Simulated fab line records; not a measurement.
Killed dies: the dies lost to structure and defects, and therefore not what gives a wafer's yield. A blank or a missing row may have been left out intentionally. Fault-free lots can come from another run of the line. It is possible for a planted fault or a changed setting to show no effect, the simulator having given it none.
fab line records	flow sky130
record: lots: 5	wafers: 15	last_day: 50
route steps=708 shown CONTACT@418 PAD_OPEN@708
lots with no fault: from the same line, run without faults
start_h: the number of hours between the record's first day and the start of the first shown wafer of the lot	wait_h: time in hours since the lot's previous step	" repeats the value in the row above	L1.1+2: several wafers, shown together as one row	- value missing, or start not given	* or withheld: withheld	< > ~ a bound
route shown NAME@n: names a module that has steps shown in the file, with the first one's number in the route	usual: mean and standard deviation over wafers with no fault	same: alike in all rows	chamber/n: place in a boat	sites: the reading at each site	_std_site: their standard deviation	_edge_site: inner sites' mean taken away from outer sites' mean	radius_mm: for every site, how far away it sits from the centre of the wafer	mask NAME#n: copy n	behind: the tool/chamber that last shaped the wafer	hold: reason for holding the lot/hours on hold/outcome of the hold	device: which transistor (n, p or np) failed to switch	end of line: the tests these same wafers got at the end of their route	where a step has no rows: the recipe by itself	killed: dies lost to structure and defects at the first sort, not the wafer's yield	map: per-die view of a wafer (x killed, . not killed, _ where there is no die)
set.NAME: the run value of the setting; set.NAME@STEP: its run value at that earlier step	model.NAME: the simulator's own value behind a step, which no gauge read
lots at selected steps of the route; one table per step, one row per wafer
services: the hour from which a tool's chamber was out of use, counted from the record's first day as start_h (under 0 if before that day), plus the number of hours and why
== steps ==
step: SKY_CONTACT_PEB_12
recipe: peb_temp_c: withheld	peb_time_s: withheld	resist: KrF-thick
step: SKY_CONTACT_DEVELOP_13
recipe: develop_time_s: 60	resist: KrF-thick	dev_temp_c: 21
step: SKY_CONTACT_CD_MEAS_14
recipe: target_cd_nm: 170
usual: cd_nm: 169.9/1.3
lot.wafer	tool	chamber	start_h	wait_h	cd_nm
L894.4	cd_sem-02	-	760.19	-	171.2
L894.5	"	-	"	"	171.0
L894.6	"	-	"	"	171.3
L895.1	cd_sem-02	-	771.48	-	169.4
L895.2	"	-	"	"	171.1
L895.4	"	-	"	"	168.4
L907.2	cd_sem-02	-	857.45	-	170.1
L907.3	"	-	"	"	168.4
L907.4	"	-	"	"	169.6
L906.2	cd_sem-02	-	862.63	-	170.0
L906.4	"	-	"	"	168.9
L906.5	"	-	"	"	169.7
L913.3	cd_sem-02	-	902.27	-	170.5
L913.5	"	-	"	"	167.3
L913.6	"	-	"	"	169.5
step: SKY_CONTACT_OVL_MEAS_15
usual: CONTACT_OVL: -2/5.9
lot.wafer	tool	chamber	start_h	wait_h	CONTACT_OVL[nm]
L894.4	overlay-02	-	760.27	0.1	3
L894.5	"	-	"	"	-4
L894.6	"	-	"	"	2
L895.1	overlay-01	-	771.60	0.1	-2
L895.2	"	-	"	"	8
L895.4	"	-	"	"	4
L907.2	overlay-02	-	857.56	0.1	4
L907.3	"	-	"	"	-7
L907.4	"	-	"	"	2
L906.2	overlay-01	-	862.74	0.1	-11
L906.4	"	-	"	"	-11
L906.5	"	-	"	"	-3
L913.3	overlay-02	-	902.37	0.1	-8
L913.5	"	-	"	"	-4
L913.6	"	-	"	"	5
step: SKY_CONTACT_ETCH_16
recipe: chemistry: N2/H2	target: BARC	ion_energy_ev: 200	source_w: 500	bias_w: 100	pressure_mtorr: 30	n2_flow_sccm: 100	h2_flow_sccm: 200	stop_on: SiO2	time_s: 45.9	target_depth_a: 600
usual: drypump_motor_current_A: 5.8/0.35	oes_product_au: 0.854/0.0041	throttle_valve_pct: 13.224/0.0096
lot.wafer	tool	chamber	start_h	wait_h	drypump_motor_current_A	oes_product_au	rf_hours_counter_h	throttle_valve_pct
L894.4	rie_diel-03	1	760.29	0.0	5.2	0.860	9	13.228
L894.5	"	1	"	"	5.2	0.845	-	13.230
L894.6	"	2	"	"	6.2	0.855	-	13.231
L895.1	rie_diel-01	2	771.64	0.0	5.7	0.858	39	13.225
L895.2	"	0	"	"	6.0	0.855	5	13.247
L895.4	"	1	"	"	5.5	0.850	5	13.209
L907.2	rie_diel-01	3	857.59	0.0	5.9	0.859	9	13.228
L907.3	"	2	"	"	5.7	0.852	2	13.222
L907.4	"	1	"	"	5.5	0.851	8	13.219
L906.2	rie_diel-01	2	862.77	0.0	5.7	0.853	2	13.229
L906.4	"	3	"	"	5.9	0.855	9	13.228
L906.5	"	2	"	"	5.6	0.851	-	13.226
L913.3	rie_diel-03	1	902.39	0.0	5.2	0.851	14	13.228
L913.5	"	3	"	"	5.7	0.854	-	13.222
L913.6	"	0	"	"	6.4	0.853	-	13.208
step: SKY_CONTACT_ETCH_17
recipe: target: SiO2	chemistry: C4F8/O2/Ar	stop_on: Si3N4	mask_material: KrF-thick	source_w: 1500	bias_w: 1200	pressure_mtorr: 40	c4f8_flow_sccm: withheld	O2_flow_sccm: 6	Ar_flow_sccm: 300	time_s: withheld	target_depth_a: 3400
step: SKY_CONTACT_ETCH_18
recipe: target: Si3N4	chemistry: CHF3/O2	stop_on: TiN	source_w: 600	bias_w: 200	pressure_mtorr: 40	chf3_flow_sccm: 50	O2_flow_sccm: 5	time_s: 39	target_depth_a: 750
usual: drypump_motor_current_A: 5.8/0.35	oes_product_au: 0.854/0.0065	throttle_valve_pct: 8.793/0.01
lot.wafer	tool	chamber	start_h	wait_h	drypump_motor_current_A	oes_product_au	rf_hours_counter_h	throttle_valve_pct
L894.4	rie_diel-03	1	-	-	5.2	0.853	10	8.808
L894.5	"	1	"	"	5.2	0.852	-	8.801
L894.6	"	2	"	"	6.3	0.855	-	8.802
L895.1	rie_diel-01	2	-	-	5.7	0.852	39	8.790
L895.2	"	0	"	"	6.0	0.848	5	8.793
L895.4	"	1	"	"	5.4	0.854	5	8.798
L907.2	rie_diel-01	3	-	-	5.9	0.847	9	8.799
L907.3	"	2	"	"	5.7	0.854	2	8.787
L907.4	"	1	"	"	5.4	0.861	8	8.788
L906.2	rie_diel-01	2	-	-	5.6	0.851	2	8.806
L906.4	"	3	"	"	5.9	0.848	9	8.786
L906.5	"	2	"	"	5.7	0.853	-	8.781
L913.3	rie_diel-03	1	-	-	5.2	0.850	14	8.807
L913.5	"	3	"	"	5.7	0.864	-	8.810
L913.6	"	0	"	"	6.4	0.855	-	8.801
step: SKY_CONTACT_STRIP_19
recipe: chemistry: O2/N2	power_w: 1400	pressure_mtorr: 1500	platen_temp_c: withheld	o2_flow_sccm: 3000	n2_flow_sccm: 300	overash_fraction: 0.5
usual: drypump_motor_current_A: 5.85/0.29	oes_product_au: 0.380/0.0049	strip_time_to_endpoint_s: 3.62/0.03
lot.wafer	tool	chamber	start_h	wait_h	drypump_motor_current_A	oes_product_au	rf_hours_counter_h	strip_time_to_endpoint_s
L894.4	plasma_asher-02	0	760.45	-	5.83	0.384	-	3.59
L894.5	"	0	"	"	5.86	0.382	-	3.58
L894.6	"	1	"	"	5.72	0.388	-	3.58
L895.1	plasma_asher-03	0	771.77	-	6.07	0.386	2	3.67
L895.2	"	1	"	"	5.32	0.380	2	3.65
L895.4	"	0	"	"	6.09	0.394	-	3.66
L907.2	plasma_asher-03	0	857.72	-	6.07	0.385	10	3.60
L907.3	"	1	"	"	5.34	0.379	-	3.60
L907.4	"	0	"	"	6.08	0.381	-	3.68
L906.2	plasma_asher-03	0	862.90	-	6.04	0.377	11	3.57
L906.4	"	0	"	"	6.06	0.384	-	3.60
L906.5	"	1	"	"	5.33	0.375	-	3.59
L913.3	plasma_asher-02	0	902.56	-	5.85	0.381	-	3.62
L913.5	"	0	"	"	5.84	0.382	-	3.64
L913.6	"	1	"	"	5.75	0.379	-	3.56
step: SKY_CONTACT_STRIP_20
recipe: chemistry: post_etch_residue_remover	time_s: 1200	temp_c: 72.5
step: SKY_CONTACT_CLEAN_21
recipe: chemistry: IPA	time_s: 180	temp_c: 25
step: SKY_CONTACT_CLEAN_22
recipe: chemistry: O3/DIW	dry: n2_spin
step: SKY_CONTACT_SPUTTER_23
recipe: material: TiN	target_thk_nm: 20	chamber_pressure_pa: 5	power_w: 4000	time_s: 80
usual: throttle_valve_pct: 29.9/1.4
lot.wafer	tool	chamber	start_h	wait_h	throttle_valve_pct
L894.4	pvd_sputter-03	-	761.01	0.0	29.3
L894.5	"	-	"	"	29.7
L894.6	"	-	"	"	31.0
L895.1	pvd_sputter-02	-	772.39	0.0	31.4
L895.2	"	-	"	"	30.0
L895.4	"	-	"	"	28.0
L907.2	pvd_sputter-02	-	858.32	0.0	27.9
L907.3	"	-	"	"	31.6
L907.4	"	-	"	"	29.9
L906.2	pvd_sputter-02	-	863.53	0.0	31.5
L906.4	"	-	"	"	30.3
L906.5	"	-	"	"	30.0
L913.3	pvd_sputter-04	-	903.21	0.0	27.0
L913.5	"	-	"	"	30.2
L913.6	"	-	"	"	32.1
step: SKY_CONTACT_CVD_24
recipe: material: W	target_thk_nm: 340	time_s: 102.12	temp_c: 400	pressure_torr: 40
usual: heater_power_w: 938/110
lot.wafer	tool	chamber	start_h	wait_h	heater_power_w	model.W_of_CONTACT_CVD_24.thk_nm
L894.4	cvd_w-01	1	761.18	0.1	1033	354
L894.5	"	1	"	"	1007	348.6
L894.6	"	1	"	"	1017	350.4
L895.1	cvd_w-01	0	772.46	0.0	789	337.8
L895.2	"	1	"	"	1022	352
L895.4	"	0	"	"	793	425.4
L907.2	cvd_w-01	0	858.38	0.0	803	347.9
L907.3	"	0	"	"	798	347.5
L907.4	"	1	"	"	1051	356.2
L906.2	cvd_w-01	1	863.59	0.0	1036	357.9
L906.4	"	1	"	"	1042	354.6
L906.5	"	0	"	"	803	345.9
L913.3	cvd_w-01	0	903.30	0.1	806	346.4
L913.5	"	1	"	"	1067	362.1
L913.6	"	0	"	"	795	347.9
step: SKY_CONTACT_RS_MEAS_25
recipe: thk_meas_gauge: four-point-probe	reads: W_of_CONTACT_CVD_24+TiN_of_CONTACT_SPUTTER_23
usual: CONTACT_W_RS: 0.331/0.0069
lot.wafer	tool	chamber	start_h	wait_h	CONTACT_W_RS[ohm/sq]
L894.4	film_metro-02	-	761.35	0.1	0.324
L894.5	"	-	"	"	0.329
L894.6	"	-	"	"	0.327
L895.1	film_metro-01	-	772.57	0.1	0.339
L895.2	"	-	"	"	0.325
L895.4	"	-	"	"	0.268
L907.2	film_metro-01	-	858.51	0.1	0.329
L907.3	"	-	"	"	0.330
L907.4	"	-	"	"	0.322
L906.2	film_metro-04	-	863.72	0.1	0.320
L906.4	"	-	"	"	0.323
L906.5	"	-	"	"	0.331
L913.3	film_metro-04	-	903.42	0.1	0.330
L913.5	"	-	"	"	0.316
L913.6	"	-	"	"	0.328
step: SKY_CONTACT_THK_MEAS_26
recipe: thk_meas_gauge: xrf	reads: W_of_CONTACT_CVD_24
usual: CONTACT_W_THK: 350/7.9
lot.wafer	tool	chamber	start_h	wait_h	CONTACT_W_THK[nm]
L894.4	film_metro-02	-	761.44	0.1	357
L894.5	"	-	"	"	350
L894.6	"	-	"	"	351
L895.1	film_metro-01	-	772.69	0.1	342
L895.2	"	-	"	"	360
L895.4	"	-	"	"	435
L907.2	film_metro-01	-	858.62	0.1	351
L907.3	"	-	"	"	350
L907.4	"	-	"	"	358
L906.2	film_metro-04	-	863.83	0.1	363
L906.4	"	-	"	"	360
L906.5	"	-	"	"	354
L913.3	film_metro-04	-	903.52	0.1	349
L913.5	"	-	"	"	368
L913.6	"	-	"	"	351
step: SKY_CONTACT_CMP_27
recipe: stop_on: SiO2	t_overpolish_s: 15	down_force_psi: 3.5	platen_rpm: 60	target_thk_nm: 0	pad_velocity_m_s: 0.94248
usual: motor_current_A: 11.6/2	time_to_endpoint_s: 82/5.1
lot.wafer	tool	chamber	start_h	wait_h	motor_current_A	time_to_endpoint_s
L894.4	cmp-02	1	761.47	0.0	12.8	78
L894.6	"	1	"	"	12.8	73
L894.5	"	2	"	"	9.8	86
L895.2	cmp-01	2	772.75	0.0	15.9	82
L895.1	"	3	"	"	10.6	85
L895.4	"	1	"	"	10.0	96
L907.3	cmp-01	2	858.67	0.0	15.1	86
L907.4	"	3	"	"	10.3	93
L907.2	"	0	"	"	9.4	84
L906.2	cmp-01	0	863.88	0.0	9.3	93
L906.4	"	3	"	"	11.0	94
L906.5	"	0	"	"	9.4	90
L913.3	cmp-01	1	903.71	0.2	9.4	83
L913.5	"	2	"	"	15.6	88
L913.6	"	3	"	"	11.0	89
step: SKY_PAD_OPEN_PROBE_99
usual: killed_at_M0_to_M3: 43/7.3	killed_at_M4_up: 3.1/1.7	killed_at_contacts: 25/5.3	killed_at_front_end: 15/4.3	killed_at_other: 0.2/0.54	killed_dies: 87/10	killed_open: 48/7.6	killed_short: 38/6.1
same: gross_dies: 492	killed_at_back_side: 0
lot.wafer	tool	chamber	start_h	wait_h	killed_at_M0_to_M3	killed_at_M4_up	killed_at_contacts	killed_at_front_end	killed_at_other	killed_dies	killed_open	killed_short
L895.1	prober-02	-	1106.36	0.1	42	5	32	15	0	94	55	38
L895.2	prober-02	-	1106.41	0.1	47	2	24	18	3	94	52	42
L895.4	prober-02	-	1106.51	0.2	41	2	21	21	0	85	48	37
L907.2	prober-01	-	1169.36	0.1	42	2	19	16	0	79	45	34
L907.3	prober-01	-	1169.41	0.2	45	3	27	13	1	89	52	37
L907.4	prober-01	-	1169.46	0.2	44	0	20	13	0	77	47	30
L906.2	prober-02	-	1171.72	0.1	36	4	22	17	0	79	49	30
L906.4	prober-02	-	1171.82	0.2	52	3	21	18	0	94	46	48
L906.5	prober-02	-	1171.87	0.2	38	2	29	15	0	84	52	32
killed by level:class
L895.1 CONTACT:geometric_particle:open=13 METAL1:geometric_particle:short=9 VIA1:geometric_particle:open=9 VIA2:geometric_particle:open=9 LI_CONTACT:geometric_particle:open=7 CONTACT:geometric_particle:short=6 VIA1:geometric_particle:short=6 FIELD_ISO:geometric_particle:open=4
L895.2 METAL1:geometric_particle:short=10 CONTACT:geometric_particle:open=8 VIA3:geometric_particle:open=7 VIA2:geometric_particle:open=7 LI_CONTACT:geometric_particle:open=6 METAL2:geometric_particle:short=6 FIELD_ISO:geometric_particle:open=5 CONTACT:geometric_particle:short=5
L895.4 VIA1:geometric_particle:open=9 LI_CONTACT:geometric_particle:open=7 METAL1:geometric_particle:short=7 VIA2:geometric_particle:open=7 FIELD_ISO:geometric_particle:short=6 POLY_GATE:geometric_particle:open=5 CONTACT:geometric_particle:open=4 CONTACT:geometric_particle:short=4
L907.2 VIA1:geometric_particle:open=11 VIA3:geometric_particle:open=7 CONTACT:geometric_particle:short=6 METAL2:geometric_particle:short=6 POLY_GATE:geometric_particle:open=5 CONTACT:geometric_particle:open=5 LI_CONTACT:geometric_particle:open=4 VIA2:geometric_particle:short=4
L907.3 VIA1:geometric_particle:open=12 LI_CONTACT:geometric_particle:open=11 VIA3:geometric_particle:open=11 METAL2:geometric_particle:short=5 FIELD_ISO:geometric_particle:open=4 LOCAL_INTERCONNECT:geometric_particle:short=4 CONTACT:geometric_particle:short=4 CONTACT:geometric_particle:open=4
L907.4 CONTACT:geometric_particle:open=11 METAL2:geometric_particle:short=10 VIA1:geometric_particle:open=9 VIA2:geometric_particle:open=7 VIA3:geometric_particle:open=6 LI_CONTACT:geometric_particle:open=4 VIA1:geometric_particle:short=3 FIELD_ISO:geometric_particle:open=3
L906.2 VIA1:geometric_particle:open=11 LI_CONTACT:geometric_particle:open=9 CONTACT:geometric_particle:open=8 POLY_GATE:geometric_particle:short=6 METAL1:geometric_particle:short=6 FIELD_ISO:geometric_particle:open=5 VIA1:geometric_particle:short=4 VIA3:geometric_particle:open=4
L906.4 VIA1:geometric_particle:open=13 METAL1:geometric_particle:short=11 POLY_GATE:geometric_particle:short=8 CONTACT:geometric_particle:open=8 METAL2:geometric_particle:short=8 LI_CONTACT:geometric_particle:open=7 FIELD_ISO:geometric_particle:short=5 VIA1:geometric_particle:short=5
L906.5 CONTACT:geometric_particle:open=11 LI_CONTACT:geometric_particle:open=7 VIA2:geometric_particle:open=7 VIA1:geometric_particle:open=7 VIA1:geometric_particle:short=6 METAL1:geometric_particle:short=6 FIELD_ISO:geometric_particle:open=5 CONTACT:geometric_particle:short=4
== services ==
tool	chamber	start_h	hours	kind
cmp-01	-	736.47	1.0	repair
plasma_asher-03	-	737.85	8.4	repair
plasma_asher-03	0	742.75	-	clean
plasma_asher-03	1	742.75	-	clean
cmp-02	-	744.00	4.0	pm
cmp-02	-	748.00	-	consumable_replace:conditioner
cmp-02	-	748.00	-	consumable_replace:pad
cvd_w-01	0	755.52	10.2	repair
plasma_asher-02	-	766.52	1.3	repair
cvd_w-01	-	779.08	6.9	pm
rie_diel-01	2	782.08	-	clean
rie_diel-01	2	782.08	15.9	scheduled_down
rie_diel-01	2	782.08	15.9	vent_cycle
rie_diel-01	-	827.18	2.8	pm
plasma_asher-03	-	829.64	5.9	repair
plasma_asher-02	-	851.03	0.5	repair
rie_diel-03	1	858.35	1.2	repair
cmp-01	-	860.38	0.3	repair
plasma_asher-02	-	861.75	1.2	repair
rie_diel-03	3	868.54	2.5	repair
pvd_sputter-03	-	869.83	7.2	repair
cmp-01	-	884.03	6.3	pm
cvd_w-01	-	888.48	6.0	pm
cmp-02	-	903.55	0.6	repair
== key ==
first_sign: step: SKY_CONTACT_RS_MEAS_25	reading: CONTACT_W_RS	direction: down	sigmas: 9.1	usual: 0.331	struck: 0.268
effect: step: SKY_CONTACT_THK_MEAS_26	reading: CONTACT_W_THK	direction: up	sigmas: 11	usual: 350	struck: 435
model_effect: step: SKY_CONTACT_CVD_24	value: W_of_CONTACT_CVD_24.thk_nm	without: 343.5	struck: 425.4
met_at SKY_CONTACT_CVD_24
struck_wafers L895.4
tester_left_out L895
onset_between 761.18 772.46
fault: kind: process_parameter_drift	tool: cvd_w-01	chamber: -	onset_h: 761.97	steps: SKY_CONTACT_CVD_24	channel: target_thk_nm	offset: 82.201	shape: step	end_h: 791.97	scope: struck_wafers_only	acts_in: these_recipes_only	stated: 340
tester_left_out: of these lots the tester's yield and bins aren't shown, on N5 and GAA mostly nor the transistor test; their killed dies are dies lost to structure and defects alone, not to doping, threshold or leakage, so they don't give the yield
